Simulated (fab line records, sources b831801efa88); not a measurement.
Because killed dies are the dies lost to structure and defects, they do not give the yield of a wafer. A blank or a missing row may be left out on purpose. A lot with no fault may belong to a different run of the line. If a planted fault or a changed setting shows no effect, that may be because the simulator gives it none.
Which tool is to blame?    flow gf180mcu    Sampling: 10 lots, 30 wafers, 6 of 602 route steps

== WHAT THE GAUGES READ, wafer by wafer ==
GF_V4_THK_MEAS_25: measures by xrf. Usual: V4_W_THK gives 351 nm (standard deviation 7.6).
lot   measured      on             V4_W_THK (nm)  flag
L111  day 24 19:32  film metro-04  342 347 344    
L114  day 25 09:34  film metro-02  354 361 352    
L118  day 26 15:41  film metro-01  353 367 362    
L120  day 27 12:22  film metro-02  358 365 353    
L123  day 28 06:51  film metro-01  350 355 352    
L124  day 28 21:34  film metro-02  355 357 346    
L125  day 29 05:28  film metro-02  357 353 356    
L128  day 29 20:52  film metro-02  358 368 359    
L132  day 30 19:32  film metro-01  357 351 347    
L133  day 31 09:04  film metro-04  349 337 350    

GF_MIM_RS_MEAS_10: the measuring method here is four-point-probe. Usual: MIM_ALCU_RS gives 0.1596 ohm/sq (standard deviation 0.0018).
lot   measured      on             MIM_ALCU_RS (ohm/sq)  flag
L111  day 24 20:19  film metro-03  0.1584 0.1577 0.1586  
L114  day 25 10:21  film metro-02  0.1634 0.1643 0.1616  
L118  day 26 16:28  film metro-01  0.1595 0.1601 0.1597  
L120  day 27 13:10  film metro-01  0.1610 0.1598 0.1598  
L123  day 28 07:38  film metro-01  0.1603 0.1604 0.1609  
L124  day 28 22:21  film metro-03  0.1958 0.1924 0.1920  OFF
L125  day 29 06:17  film metro-02  0.1914 0.1900 0.1932  OFF
L128  day 29 21:38  film metro-02  0.1567 0.1581 0.1576  
L132  day 30 20:24  film metro-01  0.1575 0.1589 0.1589  
L133  day 31 09:50  film metro-01  0.1604 0.1581 0.1619  

GF_MIM_THK_MEAS_11: measures by xrf. Usual: MIM_ALCU_THK gives 196.9 nm (standard deviation 2.2).
lot   measured      on             MIM_ALCU_THK (nm)  flag
L111  day 24 20:25  film metro-03  199.2 199.6 198.8  
L114  day 25 10:28  film metro-02  192.5 191.1 194.2  
L118  day 26 16:34  film metro-01  199.0 196.2 197.9  
L120  day 27 13:17  film metro-01  195.3 196.2 196.5  
L123  day 28 07:44  film metro-01  197.7 195.9 195.3  
L124  day 28 22:28  film metro-03  162.2 164.6 165.6  OFF
L125  day 29 06:25  film metro-02  165.2 167.5 164.6  OFF
L128  day 29 21:46  film metro-02  200.0 197.5 198.6  
L132  day 30 20:31  film metro-01  199.3 196.8 198.0  
L133  day 31 09:57  film metro-01  196.0 198.8 195.1  

== EACH LOT AND THE TOOL THAT RAN IT (in order: tool; ch and the chambers of the sampled wafers; start) ==
lot   GF_V4_ETCH_16                       GF_V4_STRIP_18                        GF_MIM_SPUTTER_08
L111  rie diel-01 ch 1,3, day 24 18:25    plasma asher-03 ch 0,1, day 24 18:32  pvd sputter-03, day 24 20:14
L114  rie diel-02 ch 0,1, day 25 08:34    plasma asher-04 ch 0,1, day 25 08:41  pvd sputter-04, day 25 10:17
L118  rie diel-01 ch 0,1,3, day 26 14:40  plasma asher-04 ch 0,1, day 26 14:50  pvd sputter-02, day 26 16:23
L120  rie diel-01 ch 0,1,3, day 27 11:22  plasma asher-01 ch 0,1, day 27 11:29  pvd sputter-03, day 27 13:07
L123  rie diel-04 ch 0,1, day 28 05:49    plasma asher-04 ch 0, day 28 05:56    pvd sputter-04, day 28 07:34
L124  rie diel-04 ch 1,3, day 28 20:34    plasma asher-04 ch 1, day 28 20:41    pvd sputter-04, day 28 22:17
L125  rie diel-04 ch 0,2,3, day 29 04:28  plasma asher-01 ch 0,1, day 29 04:35  pvd sputter-04, day 29 06:14
L128  rie diel-04 ch 2,3, day 29 19:28    plasma asher-01 ch 0,1, day 29 19:35  pvd sputter-03, day 29 21:35
L132  rie diel-04 ch 1,2, day 30 18:31    plasma asher-04 ch 0,1, day 30 18:38  pvd sputter-02, day 30 20:16
L133  rie diel-02 ch 1,2,3, day 31 08:04  plasma asher-01 ch 0,1, day 31 08:11  pvd sputter-02, day 31 09:47
- GF_V4_ETCH_16: etches BARC in N2/H2.
- GF_V4_STRIP_18: strips in O2/N2.
- GF_MIM_SPUTTER_08: material AlCu, target thk 200 nm, time 10.6 s.

== AS READ BY THE TOOLS THEMSELVES (means over the sampled wafers that have a number; for cases with no such wafer, the mark the record gives instead) ==
GF_V4_ETCH_16. Usual: drypump motor current A 5.6 A, standard deviation 0.4; oes product au 0.856 a.u., standard deviation 0.0051; throttle valve pct 13.224 %, standard deviation 0.0099.
lot   tool         drypump motor current A (A)  oes product au (a.u.)  throttle valve pct (%)  flag
L111  rie diel-01  6.0                          0.850                  13.225                  
L114  rie diel-02  5.8                          0.858                  13.216                  
L118  rie diel-01  5.9                          0.854                  13.225                  
L120  rie diel-01  5.9                          0.856                  13.217                  
L123  rie diel-04  5.5                          0.855                  13.237                  
L124  rie diel-04  5.7                          0.856                  13.221                  
L125  rie diel-04  5.2                          0.859                  13.229                  
L128  rie diel-04  5.3                          0.864                  13.219                  
L132  rie diel-04  5.4                          0.858                  13.219                  
L133  rie diel-02  5.9                          0.861                  13.225                  

GF_V4_STRIP_18. Usual: drypump motor current A 5.7 A, standard deviation 0.76; heater power w 334 W, standard deviation 22; oes product au 0.592 a.u., standard deviation 0.0047.
lot   tool             drypump motor current A (A)  heater power w (W)  oes product au (a.u.)  flag
L111  plasma asher-03  5.4                          340                 0.587                  
L114  plasma asher-04  6.1                          328                 0.593                  
L118  plasma asher-04  5.5                          321                 0.592                  
L120  plasma asher-01  5.6                          329                 0.591                  
L123  plasma asher-04  4.9                          321                 0.590                  
L124  plasma asher-04  6.7                          328                 0.595                  
L125  plasma asher-01  5.6                          328                 0.588                  
L128  plasma asher-01  6.1                          352                 0.591                  
L132  plasma asher-04  6.1                          326                 0.593                  
L133  plasma asher-01  6.1                          348                 0.592                  

GF_MIM_SPUTTER_08. Usual: cathode dc power W 10600 W, standard deviation 1.9; chamber pressure pa 0.4000 Pa, standard deviation 0.0007; throttle valve pct 30.0 %, standard deviation 1.3.
lot   tool            cathode dc power W (W)  chamber pressure pa (Pa)  throttle valve pct (%)  flag
L111  pvd sputter-03  10599                   0.4005                    31.0                    
L114  pvd sputter-04  10599                   0.4002                    28.8                    
L118  pvd sputter-02  10601                   0.3998                    30.0                    
L120  pvd sputter-03  10599                   0.4001                    30.0                    
L123  pvd sputter-04  10600                   0.4003                    29.9                    
L124  pvd sputter-04  8959                    0.3999                    30.3                    OFF
L125  pvd sputter-04  8958                    0.3995                    30.4                    OFF
L128  pvd sputter-03  10599                   0.3999                    29.4                    
L132  pvd sputter-02  10601                   0.4005                    29.7                    
L133  pvd sputter-02  10601                   0.3992                    29.9                    

== THE ANSWER, worked out from the rows above alone ==
Rule: lot off if the mean of its wafers having a number is beyond 3 standard deviations from the usual mean. Also off: a lot with no number at a reading for which 4 or more lots have one. The other lots that the step has rows for count as sound. The gauges are gone through in route order, then the tools' own readings, and for those a lot's mean is taken as printed above. The first step at which some lot is off is used, and at that step the reading that is off furthest; a lot without a number counts as furthest.
Off: at GF_MIM_RS_MEAS_10 (MIM_ALCU_RS), L124, L125.
A tool fits if, at a process step before that reading, it ran every lot that is off, and no sound lot after the first of them. The gauges at GF_MIM_RS_MEAS_10 aren't tried: what is off there is off at GF_MIM_SPUTTER_08 too, on other tools, and a gauge's error can't cause that. One candidate fits, namely pvd sputter-04 at GF_MIM_SPUTTER_08. Its last sound lot is L123 (day 28 07:34), its first lot that is off L124 (day 28 22:17): a fault that began between those two fits.
On the lots that are off, the tool's own readings at GF_MIM_SPUTTER_08 differ by more than 5 times the standard deviation of the sound lots' means, which bears it out; cathode dc power W reads 8958 W there versus 10600 W on the sound lots.

== WHAT HAD BEEN PUT IN BY THE SIMULATOR ==
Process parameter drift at GF_MIM_SPUTTER_08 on pvd sputter-04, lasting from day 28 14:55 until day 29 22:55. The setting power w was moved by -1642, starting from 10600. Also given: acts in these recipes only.
Struck lots among those shown: L124, L125. The rule given above showed the same thing.
